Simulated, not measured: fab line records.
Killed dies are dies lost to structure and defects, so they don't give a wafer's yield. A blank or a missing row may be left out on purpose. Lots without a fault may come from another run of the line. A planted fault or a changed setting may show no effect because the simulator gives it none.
Struck lot and sound lot, side by side ; flow sky130 ; 15 out of 708 route steps
Sound: wafers L718.2, L718.3, L718.6. Wafers struck: L728.2, L728.5, L728.6. At the end, the cause is stated.
Per side, at each step with rows, come the tool, then ch with its chambers, and then its first start. Under that, the readings that differ: sound wafers ; struck wafers ; difference of the means ; sigmas: that difference in standard deviations of wafers without a fault.
alike: same words and numbers on both sides, and readings whose means sit less than 2 such deviations apart. not compared: any withheld reading, any reading some wafer has no value for, any bound like >300 that may hide the same value, and any number with overlapping values for which the record gives no deviation.
A row with sigmas, a row that says differs or no value, or rows on one side alone: a step with any of these is where the two part. Numbers that don't overlap but have no deviation are shown without sigmas and don't part them. A reading that every wafer of one side lacks parts them only if that side has two wafers or more.

SKY_METAL2_STRIP_20: strips in O2/N2.
  sound on plasma-asher-01 ch 0,1, day 35 04:32; struck on plasma-asher-02 ch 0,1, day 38 19:02
  alike: drypump-motor-current-A, o2-flow-sccm, oes-product-au, strip-time-to-endpoint-s
  not compared: rf-hours-counter-h
then, 4 steps without rows for these wafers: SKY_METAL2_STRIP_21 (strips in post etch residue remover, time 1200 s); SKY_METAL2_CLEAN_22 (cleans in IPA, time 180 s); SKY_METAL2_CLEAN_23 (cleans in O3/DIW); SKY_VIA2_HDPCVD_00 (deposits SiO2, target thk 1180 nm, time 196.7 s).
SKY_VIA2_THK_MEAS_01:
  sound: film-metro-01 at day 35 05:16; struck: film-metro-03 at day 38 19:46
  alike: VIA2_HDPCVD_THK
SKY_VIA2_CMP_02: polishes SiO2.
  sound on cmp-01 ch 0,1,2, day 35 05:19; struck on cmp-01 ch 0,1,2, day 38 19:58
  alike: motor-current-A, slurry-filter-dp-kPa
SKY_VIA2_BOW_MEAS_03:
  sound: film-metro-01 at day 35 05:38; struck: film-metro-03 at day 38 20:08
  alike: VIA2_BOW
then, 4 steps without rows for these wafers: SKY_VIA2_DEHYDRATE_04 (time 60 s); SKY_VIA2_HMDS_05 (prime time 60 s); SKY_VIA2_COAT_06 (resist thk 60 nm); SKY_VIA2_COAT_07 (resist thk 450 nm).
SKY_VIA2_SOFTBAKE_08: time 90 s.
  sound on litho-track-03 ch 0, day 35 18:00; struck on litho-track-01 ch 0, day 39 08:00
reading;sound;struck;difference;sigmas
heater-power-total-W (W);57.43 57.27 57.32;78.29 78.10 78.41;+20.93;+99 or more
run-length-s (s);119.24 119.44 119.40;64.03 63.85 63.81;-55.46;-99 or more
then, 1 step without rows for these wafers: SKY_VIA2_EXPOSE_09 (exposes mask VIM2, target cd 200 nm).
-- the record jumps here: 9 days lie between the struck wafers' starts before and after (it left off in module VIA2 and takes up again in module PAD_OPEN, whose first step shown is number 708 of the route) --
SKY_PAD_OPEN_PROBE_99:
  sound: prober-02 at day 45 18:55; struck: prober-02 at day 48 13:40
  alike: defect-limited-yield, killed_at_M0_to_M3, killed_at_M4_up, killed-at-contacts, killed-at-front-end, killed-at-other, killed-dies, killed-open, killed-short, sort_bin_3_pad_short, sort_bin_5_function, sort_bin_6_memory, sort-n-pass, sort-yield-pct

== WHERE THEY PART ==
Within this record, at SKY_VIA2_SOFTBAKE_08 only. Later steps at which nothing parts them and some readings are alike: SKY_PAD_OPEN_PROBE_99.

WHY: whatever the simulator had introduced
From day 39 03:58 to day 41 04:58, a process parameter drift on litho-track-01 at SKY_VIA2_SOFTBAKE_08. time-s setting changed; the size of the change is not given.
